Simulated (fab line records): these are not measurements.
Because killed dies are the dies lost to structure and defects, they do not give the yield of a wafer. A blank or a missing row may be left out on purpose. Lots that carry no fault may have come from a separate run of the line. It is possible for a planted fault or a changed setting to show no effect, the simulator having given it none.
Which tool was responsible?	flow gf180mcu	12 lots with 36 wafers sampled at 4 steps, on a route of 602 steps

== WHAT THE GAUGES READ, wafer by wafer ==
GF_MVSD_TW_MEAS_11.
lot	measured	on	MVSD_TW
L301	day 4 17:08	film-metro-02	1578 1573 1570
L302	day 5 03:38	film-metro-02	1574 1571 1577
L304	day 5 12:08	film-metro-04	1563 1556 1555
L305	day 5 14:55	film-metro-01	1589 1585 1595
L306	day 5 20:57	film-metro-04	1558 1565 1558
L308	day 6 10:41	film-metro-02	1567 1571 1565
L310	day 6 21:42	film-metro-01	1600 1593 1590
L311	day 7 04:44	film-metro-01	1581 1585 1591
L312	day 7 09:08	film-metro-01	1584 1587 1580
L313	day 7 14:17	film-metro-01	1587 1598 1592
L319	day 9 00:53	film-metro-01	1649 1651 1644
L322	day 9 21:22	film-metro-02	1632 1620 1636

GF_VT_IMPLANT_RS_MEAS_46: the measuring method here is four-point-probe.
lot	measured	on	MVSD_RS (ohm/sq)
L301	day 7 20:18	film-metro-01	456.9 456.1 457.3
L302	day 8 08:13	film-metro-01	457.7 457.9 456.2
L304	day 8 17:57	film-metro-01	457.1 458.1 456.8
L305	day 8 22:26	film-metro-01	455.6 457.2 455.5
L306	day 9 05:20	film-metro-04	454.7 454.8 455.6
L308	day 9 21:06	film-metro-01	457.1 456.8 456.2
L310	day 10 09:13	film-metro-04	454.5 454.4 456.0
L311	day 10 20:18	film-metro-04	456.2 456.8 456.2
L312	day 10 23:48	film-metro-04	456.8 455.5 455.6
L313	day 11 05:06	film-metro-02	456.3 456.2 457.0
L319	day 12 20:54	film-metro-01	426.4 426.4 426.2
L322	day 13 20:50	film-metro-02	428.3 427.6 427.0

GF_V2_BOW_MEAS_05.
lot	measured	on	V2_BOW (um)
L301	day 19 17:32	film-metro-01	102 105 101
L302	day 20 06:30	film-metro-01	93 106 105
L304	day 20 21:43	film-metro-04	85 80 84
L305	day 21 06:51	film-metro-02	96 96 99
L306	day 21 17:14	film-metro-04	107 103 106
L308	day 22 12:16	film-metro-01	91 105 89
L310	day 23 03:01	film-metro-04	113 95 98
L311	day 23 15:49	film-metro-01	95 106 94
L312	day 23 20:16	film-metro-01	104 91 93
L313	day 24 03:49	film-metro-02	102 92 95
L319	day 25 21:40	film-metro-01	98 106 106
L322	day 26 21:38	film-metro-01	106 105 111

== WHICH TOOL RAN EACH LOT (tool, then ch and the chambers of the sampled wafers, then the start) ==
lot	GF_MVSD_IMPLANT_08
L301	implanter-04 ch 0, day 4 16:44
L302	implanter-04 ch 0, day 5 03:14
L304	implanter-01 ch 0, day 5 11:44
L305	implanter-03 ch 0, day 5 14:32
L306	implanter-04 ch 0, day 5 20:34
L308	implanter-03 ch 0, day 6 10:17
L310	implanter-03 ch 0, day 6 21:19
L311	implanter-03 ch 0, day 7 04:20
L312	implanter-03 ch 0, day 7 08:44
L313	implanter-01 ch 0, day 7 13:53
L319	implanter-04 ch 0, day 9 00:29
L322	implanter-04 ch 0, day 9 20:59
- GF_MVSD_IMPLANT_08

== WHAT THE TOOLS THEMSELVES READ (means of the sampled wafers that have a number; where no wafer has one, the mark that the record gives instead) ==
GF_MVSD_IMPLANT_08.
lot	tool	beam-on-s (s)	end-station-pressure-torr (Torr)	faraday-current-uA
L301	implanter-04	9.97	5.15e-06	90.5
L302	implanter-04	10.28	5.16e-06	87.5
L304	implanter-01	10.20	5.03e-06	88.3
L305	implanter-03	10.05	5.12e-06	89.7
L306	implanter-04	9.91	5.08e-06	90.9
L308	implanter-03	10.03	5.13e-06	90.1
L310	implanter-03	10.11	4.88e-06	89.4
L311	implanter-03	10.08	4.86e-06	89.4
L312	implanter-03	10.00	5.27e-06	90.2
L313	implanter-01	10.01	5.09e-06	90.4
L319	implanter-04	11.47	7.59e-05	77.3
L322	implanter-04	11.21	8.08e-05	78.9

== THE ANSWER, worked out from the rows above alone ==
Rule: the usual values come from the lots themselves. Put in order of their means at a reading, lots are off if they are a third of the lots or fewer, leave a main group of 4 or more, and stand apart from it by a gap of 3 or more times the standard deviation of the main group's means; of several such gaps the widest counts. A main group is skipped when, at the precision printed for the reading in the tables above, its means are all equal. Also off: a lot with no number at a reading for which 4 or more lots have one. Any other lot the step has rows for is counted as sound. First the gauges in route order, then the tools' own readings, where a lot's mean is used as printed above. At the first step where some lot is off, the reading lying furthest off is the one used; lots without a number count as furthest.
Off: L319, L322, seen at GF_VT_IMPLANT_RS_MEAS_46 (MVSD_RS). The main group has a mean of 456.3 ohm/sq with a standard deviation of 0.77.
If a tool, at a process step before that reading, ran all the lots that are off and no sound lot after the first of them, it fits. Not tried: the gauges at GF_VT_IMPLANT_RS_MEAS_46; whatever is off there is also off at GF_MVSD_IMPLANT_08, on other tools, and gauge error can't account for it. One fits: GF_MVSD_IMPLANT_08 on implanter-04. A fault onset in the window from L306 (day 5 20:34, its last sound lot) to L319 (day 9 00:29, its first lot off) fits.
The tool's own readings at GF_MVSD_IMPLANT_08 bear it out: on the lots that are off they differ by more than 5 times the standard deviation of the sound lots' means. beam-on-s reads 11.34 s there against 10.06 s on the sound lots; end-station-pressure-torr reads 7.84e-05 Torr there against 5.08e-06 Torr on the sound lots; faraday-current-uA reads 78.1 there against 89.6 on the sound lots.

== WHAT WAS PUT IN BY THE SIMULATOR ==
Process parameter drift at GF_MVSD_IMPLANT_08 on implanter-04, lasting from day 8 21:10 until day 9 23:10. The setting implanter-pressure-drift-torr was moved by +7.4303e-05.
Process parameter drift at GF_MVSD_IMPLANT_08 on implanter-04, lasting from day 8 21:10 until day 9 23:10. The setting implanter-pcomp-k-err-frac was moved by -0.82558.
Lots struck among those shown: L319, L322. The same result came from the rule above.
